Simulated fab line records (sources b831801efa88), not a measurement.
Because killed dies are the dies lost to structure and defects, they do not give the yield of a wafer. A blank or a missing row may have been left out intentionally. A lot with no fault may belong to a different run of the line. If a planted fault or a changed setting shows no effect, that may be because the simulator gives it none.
fab line records	flow sky130
[record] lots = 12	wafers = 36	last_day = 50
route steps=708 shown LI_CONTACT@364 LOCAL_INTERCONNECT@387 CONTACT@424
lots with no fault: from the same line, run without faults
start_h: start of the lot's first displayed wafer, in hours after the record's first day	wait_h: how many hours have passed since the lot's step before this one	" as in the row above	L1.1+2: one row covering several wafers at once	- value missing, or start not given	* or withheld: withheld	< > ~ a bound
route shown NAME@n: NAME is a module with steps in the file, n the number in the route of the first one	usual: mean/standard deviation of fault-free wafers	same: alike in all rows	chamber/n: place in a boat	sites: the reading at each site	_std_site: standard deviation across them	_edge_site: outer sites' mean less inner sites'	radius_mm: for every site, how far away it sits from the centre of the wafer	mask NAME#n: copy n	behind: tool/chamber where the wafer was last shaped	hold: why the lot went on hold/how many hours it stayed there/how the hold came to an end	device: names the non-switching transistor (n, p or np)	end of line: the same wafers' tests at the end of the route	where a step has no rows: the recipe by itself	killed: dies lost to structure and defects at the first sort, not the wafer's yield	map: dies across one wafer; x = killed, . = not, _ = none there
set.NAME: the setting the step ran with; set.NAME@STEP: the setting that earlier step ran with	model.NAME: the simulator's own value behind a step, which no gauge read
a sample of lots followed through the steps of the route, with each step as a table and each wafer as a row
services: when a tool's chamber went out of use (start_h, in hours from the record's first day, below 0 if earlier), for how many hours, and the reason
[[steps]]
[step SKY_LI_CONTACT_CMP_02]
[recipe] material = PSG	down_force_psi = 4	platen_rpm = 60	pad_velocity_m_s = 0.94248
[usual] motor_current_A = 11.6/0.93	time_to_endpoint_s = 34/3.7
lot.wafer	tool	chamber	start_h	wait_h	motor_current_A	time_to_endpoint_s
L590.4	cmp-02	1	654.85	0.1	13.1	40
L590.5	"	0	"	"	10.1	32
L590.6	"	1	"	"	12.1	37
L591.3	cmp-02	0	661.74	0.1	10.9	31
L591.4	"	1	"	"	11.6	37
L591.6	"	3	"	"	11.4	36
L592.3	cmp-01	0	665.22	0.1	12.1	33
L592.1	"	1	"	"	10.9	32
L592.6	"	0	"	"	12.6	32
L594.3	cmp-02	3	696.99	0.1	11.8	43
L594.2	"	1	"	"	12.4	44
L594.6	"	3	"	"	11.1	42
L596.1	cmp-02	3	712.10	0.1	11.2	38
L596.3	"	0	"	"	10.3	31
L596.2	"	2	"	"	12.5	33
L597.4	cmp-02	3	721.95	0.0	11.2	36
L597.3	"	2	"	"	12.5	44
L597.5	"	3	"	"	11.7	38
L598.1	cmp-02	2	725.19	0.1	12.7	42
L598.4	"	3	"	"	11.7	37
L598.6	"	0	"	"	10.5	30
L600.1	cmp-02	3	737.85	0.1	11.5	40
L600.3	"	1	"	"	12.1	40
L600.5	"	3	"	"	11.7	37
L605.4	cmp-01	2	777.70	0.0	10.1	39
L605.2	"	3	"	"	12.8	33
L605.5	"	2	"	"	10.7	35
L609.2	cmp-02	1	805.25	0.0	12.8	39
L609.3	"	3	"	"	11.7	38
L609.1	"	0	"	"	10.9	31
L610.3	cmp-02	2	813.45	0.0	12.4	38
L610.4	"	1	"	"	12.7	36
L610.5	"	2	"	"	12.5	38
L611.4	cmp-01	1	816.30	0.1	10.7	38
L611.2	"	2	"	"	10.5	39
L611.6	"	1	"	"	11.1	38
[step SKY_LI_CONTACT_ETCH_15]
[recipe] target = PSG	chemistry = C4F8/O2/Ar	stop_on = Si	taper_deg = 4.15	mask_material = KrF-thick	source_w = 1500	bias_w = 1200	pressure_mtorr = 40	c4f8_flow_sccm = withheld	O2_flow_sccm = 6	Ar_flow_sccm = 300	time_s = withheld	target_depth_a = 6000
[usual] oes_product_au = 0.837/0.0046
lot.wafer	tool	chamber	start_h	wait_h	oes_product_au
L590.4	rie_diel-03	3	684.18	0.0	0.836
L590.5	"	2	"	"	0.832
L590.6	"	3	"	"	0.840
L591.3	rie_diel-01	2	689.87	0.0	0.842
L591.4	"	0	"	"	0.840
L591.6	"	3	"	"	0.844
L592.1	rie_diel-03	2	694.06	0.0	0.828
L592.3	"	0	"	"	0.837
L592.6	"	2	"	"	0.844
L594.2	rie_diel-01	0	724.42	0.0	0.842
L594.3	"	3	"	"	0.838
L594.6	"	2	"	"	0.840
L596.1	rie_diel-02	3	740.06	0.0	0.844
L596.2	"	2	"	"	0.825
L596.3	"	0	"	"	0.827
L597.3	rie_diel-01	2	750.78	0.0	0.932
L597.4	"	1	"	"	0.835
L597.5	"	1	"	"	0.834
L598.1	rie_diel-03	3	752.72	0.0	0.920
L598.4	"	1	"	"	0.838
L598.6	"	3	"	"	0.841
L600.1	rie_diel-02	0	766.07	0.0	0.925
L600.3	"	2	"	"	0.921
L600.5	"	1	"	"	0.834
L605.2	rie_diel-03	2	805.01	0.0	0.834
L605.4	"	3	"	"	0.831
L605.5	"	1	"	"	0.841
L609.1	rie_diel-03	0	832.08	0.0	0.836
L609.2	"	3	"	"	0.833
L609.3	"	1	"	"	0.833
L610.3	rie_diel-02	2	840.28	0.1	0.835
L610.4	"	3	"	"	0.838
L610.5	"	3	"	"	0.831
L611.2	rie_diel-03	2	842.46	0.0	0.831
L611.4	"	2	"	"	0.840
L611.6	"	0	"	"	0.842
[step SKY_LI_CONTACT_STRIP_16]
[recipe] chemistry = O2/N2	power_w = 1400	pressure_mtorr = 1500	platen_temp_c = withheld	o2_flow_sccm = 3000	n2_flow_sccm = 300	overash_fraction = 0.5
[usual] drypump_motor_current_A = 5.6/0.44	oes_product_au = 0.375/0.0049	strip_time_to_endpoint_s = 3.49/0.038
lot.wafer	tool	chamber	start_h	wait_h	drypump_motor_current_A	oes_product_au	rf_hours_counter_h	strip_time_to_endpoint_s
L590.4	plasma_asher-01	0	684.30	-	6.6	0.381	-	3.49
L590.5	"	1	"	"	5.4	0.375	-	3.52
L590.6	"	0	"	"	6.6	0.375	-	3.48
L591.3	plasma_asher-04	1	689.98	-	5.3	0.380	-	3.57
L591.4	"	0	"	"	5.3	0.378	-	3.42
L591.6	"	0	"	"	5.3	0.366	-	3.55
L592.1	plasma_asher-04	1	694.15	-	5.3	0.381	100	3.59
L592.3	"	0	"	"	5.3	0.380	-	3.54
L592.6	"	0	"	"	5.3	0.370	-	3.60
L594.2	plasma_asher-02	1	724.50	-	5.4	0.370	28	3.44
L594.3	"	0	"	"	5.5	0.368	-	3.53
L594.6	"	1	"	"	5.4	0.380	-	3.54
L596.1	plasma_asher-02	0	740.15	-	5.5	0.373	30	3.51
L596.2	"	1	"	"	5.5	0.373	30	3.48
L596.3	"	1	"	"	5.4	0.375	-	3.48
L597.3	plasma_asher-02	1	750.90	-	5.4	0.378	-	3.48
L597.4	"	0	"	"	5.5	0.376	-	3.46
L597.5	"	1	"	"	5.4	0.379	-	3.43
L598.1	plasma_asher-02	1	752.80	-	5.4	0.370	31	3.47
L598.4	"	0	"	"	5.5	0.370	-	3.47
L598.6	"	0	"	"	5.5	0.372	-	3.50
L600.1	plasma_asher-01	1	766.15	-	5.4	0.376	63	3.43
L600.3	"	0	"	"	6.6	0.382	-	3.47
L600.5	"	0	"	"	6.6	0.379	-	3.46
L605.2	plasma_asher-02	1	805.10	-	5.4	0.371	37	3.51
L605.4	"	1	"	"	5.4	0.376	-	3.49
L605.5	"	0	"	"	5.5	0.380	-	3.47
L609.1	plasma_asher-01	1	832.16	-	5.4	0.380	70	3.50
L609.2	"	0	"	"	6.5	0.371	70	3.49
L609.3	"	1	"	"	5.4	0.377	-	3.46
L610.3	plasma_asher-04	1	840.39	-	5.3	0.374	-	3.48
L610.4	"	0	"	"	5.3	0.373	-	3.51
L610.5	"	1	"	"	5.3	0.372	-	3.50
L611.2	plasma_asher-04	1	842.55	-	5.3	0.375	9	3.49
L611.4	"	1	"	"	5.3	0.371	-	3.55
L611.6	"	1	"	"	5.3	0.384	-	3.49
[step SKY_LOCAL_INTERCONNECT_SPUTTER_00]
[recipe] material = TiN	target_thk_nm = 100	temp_c = 300	power_w = 6500	time_s = 83.3	chamber_pressure_pa = 0.4
[usual] chamber_pressure_pa = 0.4000/0.00089	throttle_valve_pct = 30.2/1
lot.wafer	tool	chamber	start_h	wait_h	chamber_pressure_pa	throttle_valve_pct
L590.4	pvd_sputter-01	-	685.30	0.2	0.4000	29.8
L590.5	"	-	"	"	0.3986	29.6
L590.6	"	-	"	"	0.4003	29.8
L591.3	pvd_sputter-01	-	690.99	0.1	0.3996	29.5
L591.4	"	-	"	"	0.3999	30.0
L591.6	"	-	"	"	0.4002	29.6
L592.1	pvd_sputter-04	-	695.18	0.2	0.4003	31.0
L592.3	"	-	"	"	0.3997	28.9
L592.6	"	-	"	"	0.4000	30.9
L594.2	pvd_sputter-04	-	725.54	0.1	0.3984	31.9
L594.3	"	-	"	"	0.4010	28.8
L594.6	"	-	"	"	0.4005	31.5
L596.1	pvd_sputter-04	-	741.20	0.2	0.4011	29.1
L596.2	"	-	"	"	0.3997	30.8
L596.3	"	-	"	"	0.4007	31.2
L597.3	pvd_sputter-01	-	751.92	0.1	0.3983	29.9
L597.4	"	-	"	"	0.3992	31.1
L597.5	"	-	"	"	0.4005	29.3
L598.1	pvd_sputter-03	-	753.96	0.1	0.4010	29.8
L598.4	"	-	"	"	0.3995	30.2
L598.6	"	-	"	"	0.4000	29.5
L600.1	pvd_sputter-01	-	767.19	0.1	0.3999	29.5
L600.3	"	-	"	"	0.4006	28.6
L600.5	"	-	"	"	0.4011	29.3
L605.2	pvd_sputter-04	-	806.20	0.2	0.3991	31.8
L605.4	"	-	"	"	0.3999	31.3
L605.5	"	-	"	"	0.3994	31.1
L609.1	pvd_sputter-01	-	833.20	0.2	0.4012	31.0
L609.2	"	-	"	"	0.3999	29.3
L609.3	"	-	"	"	0.3995	29.7
L610.3	pvd_sputter-03	-	841.40	0.1	0.4000	30.1
L610.4	"	-	"	"	0.4009	29.6
L610.5	"	-	"	"	0.3997	29.7
L611.2	pvd_sputter-04	-	843.58	0.1	0.4000	28.7
L611.4	"	-	"	"	0.4001	31.4
L611.6	"	-	"	"	0.3999	31.4
[step SKY_CONTACT_ETCH_18]
[recipe] target = Si3N4	chemistry = CHF3/O2	stop_on = TiN	source_w = 600	bias_w = 200	pressure_mtorr = 40	chf3_flow_sccm = 50	O2_flow_sccm = 5	time_s = 39	target_depth_a = 750
[usual] drypump_motor_current_A = 5.9/0.4	oes_product_au = 0.853/0.0078	throttle_valve_pct = 8.794/0.0085
lot.wafer	tool	chamber	start_h	wait_h	drypump_motor_current_A	oes_product_au	rf_hours_counter_h	throttle_valve_pct
L590.4	rie_diel-04	2	-	-	6.6	0.849	2	8.795
L590.5	"	1	"	"	6.3	0.860	-	8.804
L590.6	"	2	"	"	6.6	0.868	-	8.789
L591.3	rie_diel-03	1	-	-	5.6	0.844	31	8.774
L591.4	"	0	"	"	6.0	0.849	23	8.790
L591.6	"	1	"	"	5.6	0.854	-	8.777
L592.1	rie_diel-04	0	-	-	5.7	0.848	10	8.802
L592.3	"	3	"	"	6.3	0.867	9	8.797
L592.6	"	2	"	"	6.6	0.850	-	8.811
L594.2	rie_diel-02	1	-	-	5.7	0.851	5	8.806
L594.3	"	2	"	"	5.8	0.844	5	8.794
L594.6	"	2	"	"	5.8	0.869	-	8.800
L596.1	rie_diel-02	2	-	-	5.7	0.841	6	8.784
L596.2	"	0	"	"	5.2	0.856	5	8.799
L596.3	"	1	"	"	5.7	0.842	6	8.792
L597.3	rie_diel-04	2	-	-	6.6	0.844	4	8.799
L597.4	"	3	"	"	6.3	0.861	11	8.817
L597.5	"	3	"	"	6.3	0.854	-	8.795
L598.1	rie_diel-03	3	-	-	6.2	0.846	12	8.792
L598.4	"	1	"	"	5.5	0.856	33	8.808
L598.6	"	0	"	"	6.0	0.855	-	8.801
L600.1	rie_diel-04	1	-	-	6.2	0.847	2	8.803
L600.3	"	3	"	"	6.3	0.834	12	8.798
L600.5	"	3	"	"	6.3	0.852	-	8.800
L605.2	rie_diel-04	1	-	-	6.2	0.853	3	8.795
L605.4	"	0	"	"	5.7	0.843	14	8.786
L605.5	"	0	"	"	5.7	0.859	-	8.785
L609.1	rie_diel-03	2	-	-	5.3	0.851	8	8.804
L609.2	"	1	"	"	5.6	0.860	1	8.783
L609.3	"	3	"	"	6.3	0.859	14	8.783
L610.3	rie_diel-04	2	-	-	6.5	0.851	7	8.795
L610.4	"	1	"	"	6.2	0.866	4	8.798
L610.5	"	2	"	"	6.5	0.849	-	8.804
L611.2	rie_diel-02	0	-	-	5.1	0.843	7	8.801
L611.4	"	2	"	"	5.8	0.862	-	8.782
L611.6	"	0	"	"	5.1	0.856	-	8.790
[[services]]
tool	chamber	start_h	hours	kind
cmp-02	-	632.99	0.4	repair
cmp-02	-	637.11	0.3	repair
rie_diel-02	1	657.53	8.8	repair
cmp-02	-	671.85	1.3	repair
rie_diel-03	3	684.85	4.5	repair
rie_diel-03	3	691.20	8.6	repair
rie_diel-02	1	714.07	28.0	repair
rie_diel-02	-	726.06	2.4	repair
rie_diel-04	1	735.42	7.6	repair
rie_diel-03	-	743.50	0.1	repair
cmp-02	-	744.00	4.0	pm
rie_diel-03	-	758.72	2.8	pm
rie_diel-02	0	766.56	3.0	repair
rie_diel-03	-	789.53	14.6	pm
cmp-02	-	790.68	0.4	repair
rie_diel-03	3	811.32	18.7	repair
cmp-02	-	815.23	2.9	pm
rie_diel-02	0	837.71	29.9	repair
rie_diel-02	1	838.22	2.0	repair
rie_diel-03	-	841.62	0.8	repair
rie_diel-02	1	842.52	5.1	repair
cmp-02	-	844.32	3.1	repair
rie_diel-02	2	859.79	1.9	repair
rie_diel-02	1	897.06	14.5	repair
[[key]]
[first_sign] step = SKY_LI_CONTACT_CMP_02	reading = time_to_endpoint_s	direction = up	sigmas = 1.9	usual = *	struck = *	wafers_moved = 2
[effect] step = SKY_LI_CONTACT_ETCH_15	reading = oes_product_au	direction = up	sigmas = 19	usual = 0.837	struck = 0.924
met_at SKY_LI_CONTACT_CMP_02
struck_lots L597,L598,L600
struck_wafers L597.3,L598.1,L600.1,L600.3
tester_left_out L597,L598,L600
not_acting_at SKY_LI_CONTACT_STRIP_16,SKY_LOCAL_INTERCONNECT_SPUTTER_00,SKY_CONTACT_ETCH_18
onset_between 712.10 721.95
[fault] kind = process_parameter_drift	tool = cmp-02	chamber = -	onset_h = 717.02	steps = SKY_LI_CONTACT_CMP_02	channel = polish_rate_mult	offset = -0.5	shape = step	end_h = 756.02	scope = struck_wafers_only
// tester_left_out: of these lots the tester's yield and bins aren't shown, on N5 and GAA mostly nor the transistor test; their killed dies are dies lost to structure and defects alone, not to doping, threshold or leakage, so they don't give the yield
